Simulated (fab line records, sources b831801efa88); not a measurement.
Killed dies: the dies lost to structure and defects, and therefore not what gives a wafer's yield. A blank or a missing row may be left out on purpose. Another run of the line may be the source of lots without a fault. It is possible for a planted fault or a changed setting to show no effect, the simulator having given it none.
One fault seen from 2 desks -- flow sky130 -- each desk holds nothing but its own numbers, with what lay behind them at the end

THE METROLOGY DESK
What the gauges read for every lot (on any tool): the sampled wafers with a number, averaged. A lot is out of limits, marked OUT, if its mean lies more than 4 standard deviations from the usual mean; the brackets give that distance.
Columns: A = VIA2_W_THK at SKY_VIA2_THK_MEAS_23, usual 424 nm
lot,first seen here,A
L511,day 36 07:48,424
L512,day 36 10:26,419
L514,day 37 09:17,430
L515,day 37 09:55,414
L516,day 38 01:07,419
L517,day 38 13:43,425
L519,day 39 00:25,430
L520,day 39 11:44,429
L529,day 41 21:34,431
L530,day 42 05:49,421
L532,day 42 09:13,423
L531,day 42 15:25,429
L533,day 42 19:42,422
This desk's finding: nothing out of limits on any of the 13 lots.

THE TOOL OWNER'S DESK: litho_track-01
The tool's own readings at SKY_SD_P_HMDS_01 (prime time 60 s): means of the sampled wafers that have a number, for each lot that ran on this tool. A lot is out of limits, marked OUT, if its mean lies more than 4 standard deviations from the usual mean; the brackets give that distance.
Columns: A = exhaust_pa at SKY_SD_P_HMDS_01, usual 44.8 Pa; B = prime_temp_c at SKY_SD_P_HMDS_01, usual 120.00 C
lot,first seen here,A,B
L512,day 24 21:51,45.2,119.98
L514,day 25 22:18,44.9,119.73
L515,day 25 22:55,44.1,120.20
L517,day 27 05:55,44.8,120.02
L519,day 27 21:33,44.6,114.13 (-49) OUT
L520,day 28 09:30,43.6,114.07 (-49) OUT
L530,day 31 13:57,44.1,119.93
L531,day 31 23:39,45.5,119.91
Finding of this desk: L519, L520 out of limits; the first was L519 at day 27 21:33, on prime_temp_c at SKY_SD_P_HMDS_01. Within limits: L512, L514, L515, L517, L530, L531.

PUT TOGETHER
On L519, L520, at day 27 21:33, an alarm was possible from the tool owner's desk.
Metrology desk: nothing out of limits seen.
The metrology desk has L519, L520 on record, within its limits.
Every lot named ran SKY_SD_P_HMDS_01 on litho_track-01.

WHAT WAS PUT IN BY THE SIMULATOR
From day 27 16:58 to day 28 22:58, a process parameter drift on litho_track-01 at SKY_SD_P_HMDS_01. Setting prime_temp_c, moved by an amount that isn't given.
Lots struck among those shown: L519, L520.
Hours from the fault's start to each desk's first reading out of limits: the tool owner's desk, 5.
